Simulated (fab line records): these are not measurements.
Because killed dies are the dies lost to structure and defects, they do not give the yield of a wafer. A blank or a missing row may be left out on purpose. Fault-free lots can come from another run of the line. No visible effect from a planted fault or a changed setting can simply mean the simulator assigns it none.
Split-lot experiment	flow sky130	23 wafers read across 5 lots, on a route 708 steps long

== THE SPLIT ==
At SKY_LDD_LDN_COAT_02 (resist thk 1140 nm), the setting resist thk nm was moved away from the recipe's 1140 nm on 5 of the 23 wafers read, by -4.5% to +6.0%. The other wafers ran this setting at the recipe's value.

The reading comes from the split's own step.

== THE READING ==
NOVOLAK_of_LDD_LDN_COAT_02.thk nm (the simulator's own value, which no gauge read), in nm, at SKY_LDD_LDN_COAT_02 (resist thk 1140 nm). The file does not state a usual value for it. Here, 18 wafers ran the recipe; their average is 1137 nm with a standard deviation of 2.1 nm.

wafer	tool, chamber at the split	resist thk nm as run, nm	against the recipe	NOVOLAK_of_LDD_LDN_COAT_02.thk nm, nm	against lot-mates on the recipe
L074.1	litho track-02, 0	1140	recipe	1133	-
L074.2	litho track-02, 0	1140	recipe	1136	-
L074.3	litho track-02, 0	1140	recipe	1134	-
L074.6	litho track-02, 0	1140	recipe	1134	-
L074.5	litho track-02, 0	1140	recipe	1139	-
L075.1	litho track-01, 0	1208	+6.0%	1208	+69
L075.3	litho track-01, 0	1140	recipe	1140	-
L075.4	litho track-01, 0	1208	+6.0%	1206	+67
L075.5	litho track-01, 0	1140	recipe	1137	-
L075.6	litho track-01, 0	1140	recipe	1139	-
L077.1	litho track-04, 0	1140	recipe	1140	-
L077.2	litho track-04, 0	1140	recipe	1138	-
L077.6	litho track-04, 0	1140	recipe	1138	-
L077.4	litho track-04, 0	1140	recipe	1139	-
L077.5	litho track-04, 0	1140	recipe	1137	-
L081.1	litho track-04, 0	1140	recipe	1137	-
L081.3	litho track-04, 0	1140	recipe	1139	-
L081.4	litho track-04, 0	1140	recipe	1135	-
L085.1	litho track-02, 0	1140	recipe	1140	-
L085.2	litho track-02, 0	1089	-4.5%	1087	-52
L085.4	litho track-02, 0	1089	-4.5%	1087	-52
L085.3	litho track-02, 0	1089	-4.5%	1086	-52
L085.5	litho track-02, 0	1140	recipe	1137	-

FIT RESULTS
A straight line over all 23 wafers: NOVOLAK_of_LDD_LDN_COAT_02.thk nm changes by +11.5 nm for each +1% of resist thk nm; r = +1.00; the points scatter about the line by 2 nm.
The same after taking each lot's own level away (the mean of its wafers on the recipe; 23 wafers): +11.5 nm for each +1%; r = +1.00; scatter 1.5 nm.
According to that fit, moving resist thk nm by its largest amount changes the reading by 69 nm.
The span of the lots' own levels, 1135.2 to 1138.7 nm, comes to 1.6 times the standard deviation stated above.
Hence the lot-to-lot level has little effect on the slope; both slopes agree.
Check: with one of the wafers moved furthest among these (+6.0%) left out of the fit, the line predicts +68.3 nm for it against its lot-mates. It came out at +69.3 nm against them.

== ADDITIONAL SPLITS CARRIED BY THESE WAFERS ==
Note: prior to the reading, these wafers also went through further splits. Each is held against what the fit with the lots' levels taken away leaves over:
other split on the same wafers	wafers away from the commonest value	r with NOVOLAK_of_LDD_LDN_COAT_02.thk nm (lot level and that fit taken away)
SKY_POLY_GATE_EXPOSE_10 dose mj	6	-0.12
SKY_LDD_N_COAT_02 resist thk nm	6	-0.08
SKY_LDD_N_IMPLANT_12 energy kev	4	-0.27
SKY_LDD_P_COAT_02 resist thk nm	10	-0.03
SKY_LDD_P_IMPLANT_09 energy kev	9	-0.29
SKY_LDD_HVN_IMPLANT_08 energy kev	5	-0.32

== THE WHOLE CHAIN: every reading that the file lists as answering this split, in the file's order ==
step	what it does	reading	change (the file's fit)	r (the file's)
SKY_LDD_LDN_COAT_02	resist thk 1140 nm	NOVOLAK_of_LDD_LDN_COAT_02.thk nm (the simulator's own value, which no gauge read)	+11.5 nm for each +1% of the setting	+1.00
SKY_LDD_LDN_STRIP_12	strips in O2/N2	strip time to endpoint s	withheld for each +1% of the setting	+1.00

== FILE'S OWN FIT ==
NOVOLAK_of_LDD_LDN_COAT_02.thk nm changes by +11.5 nm for each +1% of resist thk nm, r = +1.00.
